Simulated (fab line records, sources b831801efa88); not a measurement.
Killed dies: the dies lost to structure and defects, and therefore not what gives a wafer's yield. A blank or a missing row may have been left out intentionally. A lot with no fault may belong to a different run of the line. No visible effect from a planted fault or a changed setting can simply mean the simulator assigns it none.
Struck lot and sound lot, side by side    flow sky130    23 steps out of a route of 708
Sound: wafers L315.1, L315.2, L315.4. The struck wafers were L329.1, L329.2, L329.3. The cause is named last.
For every step that has rows: the tool of each side, followed by ch and its chambers, followed by its first start. Under that, the readings that differ: sound wafers    struck wafers    difference of the means    sigmas: that difference in standard deviations of wafers without a fault.
alike: readings with means less than 2 such deviations apart, plus words and numbers identical on both sides. not compared: withheld readings, readings lacking a value on some wafer, bounds such as >300 that could conceal the same value, and numbers that have no deviation in the record and whose values overlap.
The two part at a step that has a row with sigmas, a row that says differs or no value, or rows on one side only. Numbers that don't overlap but have no deviation are shown without sigmas and don't part them. A reading missing from all wafers of one side parts the sides only when that side holds two or more wafers.

SKY_LOCAL_INTERCONNECT_STRIP_15: strips in O2/N2.
  sound on plasmaAsher-02 ch 0,1, day 31 23:10; struck on plasmaAsher-03 ch 0,1, day 36 08:29
reading                   sound           struck          difference  sigmas
stripTimeToEndpointS (s)  4.80 4.81 4.82  4.71 4.72 4.73  -0.09       -3
  alike: drypumpMotorCurrentA, oesProductAu
  not compared: rfHoursCounterH
then, 3 steps without rows for these wafers: SKY_LOCAL_INTERCONNECT_STRIP_16 (strips in post etch residue remover, time 1200 s); SKY_LOCAL_INTERCONNECT_CLEAN_17 (cleans in IPA, time 180 s); SKY_LOCAL_INTERCONNECT_CLEAN_18 (cleans in O3/DIW).
SKY_CONTACT_CVD_00: deposits Si3N4, target thk 75 nm.
  sound on pecvd-02 ch 1,2, day 31 23:46; struck on pecvd-02 ch 0,1,2, day 36 09:05
  alike: heaterPowerW
SKY_CONTACT_THK_MEAS_01:
  struck on filmMetro-03, day 36 09:07; sound on filmMetro-01, day 31 23:48
  alike: CONTACT_CVD_00_THK
then, 1 step without rows for these wafers: SKY_CONTACT_HDPCVD_02 (deposits SiO2, target thk 565 nm, time 94.2 s).
SKY_CONTACT_THK_MEAS_03:
  struck on filmMetro-02, day 36 09:15; sound on filmMetro-01, day 31 23:56
  alike: CONTACT_HDPCVD_THK
SKY_CONTACT_CMP_04: polishes SiO2.
  sound on cmp-01 ch 1,2,3, day 31 23:59; struck on cmp-01 ch 0,1,3, day 36 09:22
  alike: motorCurrentA, slurryFilterDpKPa, slurryFlowMlMin, timeToEndpointS
SKY_CONTACT_BOW_MEAS_05:
  struck on filmMetro-03, day 36 09:37; sound on filmMetro-01, day 32 00:17
  alike: CONTACT_BOW
then, 2 steps without rows for these wafers: SKY_CONTACT_DEHYDRATE_06 (time 60 s); SKY_CONTACT_HMDS_07 (prime time 60 s).
SKY_CONTACT_COAT_08: resist thk 60 nm.
  sound on lithoTrack-02 ch 0, day 32 13:20; struck on lithoTrack-01 ch 0, day 36 22:31
  not compared: chillPlateTempC
then, 5 steps without rows for these wafers: SKY_CONTACT_COAT_09 (resist thk 450 nm); SKY_CONTACT_SOFTBAKE_10 (time 90 s); SKY_CONTACT_EXPOSE_11 (exposes mask CTM1, target cd 170 nm); SKY_CONTACT_PEB_12; SKY_CONTACT_DEVELOP_13 (develop time 60 s).
SKY_CONTACT_CD_MEAS_14 targets a cd of 170 nm.
  struck on cdSem-01, day 37 11:44; sound on cdSem-01, day 33 02:29
  alike: cdNm
SKY_CONTACT_OVL_MEAS_15:
  struck on overlay-01, day 37 11:51; sound on overlay-02, day 33 02:36
  alike: CONTACT_OVL
SKY_CONTACT_ETCH_16: etches BARC in N2/H2, stops on SiO2, time 45.9 s, target depth 60 nm.
  sound on rieDiel-02 ch 0,1,3, day 33 02:38; struck on rieDiel-04 ch 0,1,2, day 37 11:53
reading                  sound              struck             difference  sigmas
oesProductAu (a.u.)      0.862 0.857 0.855  0.930 0.933 0.935  +0.075      +16
model.etch.depthNm (nm)  60.3 60.39 60.29   70.25 70.08 70.07  +9.81       
  alike: drypumpMotorCurrentA, throttleValvePct
  not compared: rfHoursCounterH
SKY_CONTACT_ETCH_17: etches SiO2 in C4F8/O2/Ar, stops on Si3N4, target depth 340 nm.
  sound on rieDiel-02 ch 0,1,3, day 33 02:41; struck on rieDiel-04 ch 0,1,2, day 37 11:56
  alike: oesProductAu
-- the record jumps here: 13 days lie between the struck wafers' starts before and after (it left off in module CONTACT and takes up again in module PAD_OPEN, whose first step shown is number 708 of the route) --
SKY_PAD_OPEN_PROBE_99:
  struck on prober-01, day 50 01:26; sound on prober-02, day 46 22:57
  alike: killed_at_M0_to_M3, killed_at_M4_up, killedAtContacts, killedAtFrontEnd, killedAtOther, killedDies, killedOpen, killedShort

## WHERE THEY PART
At SKY_LOCAL_INTERCONNECT_STRIP_15 first; at SKY_CONTACT_ETCH_16 last (within this record only). Later steps at which nothing parts them and some readings are alike: SKY_CONTACT_ETCH_17, SKY_PAD_OPEN_PROBE_99.

WHY: whatever the simulator had introduced
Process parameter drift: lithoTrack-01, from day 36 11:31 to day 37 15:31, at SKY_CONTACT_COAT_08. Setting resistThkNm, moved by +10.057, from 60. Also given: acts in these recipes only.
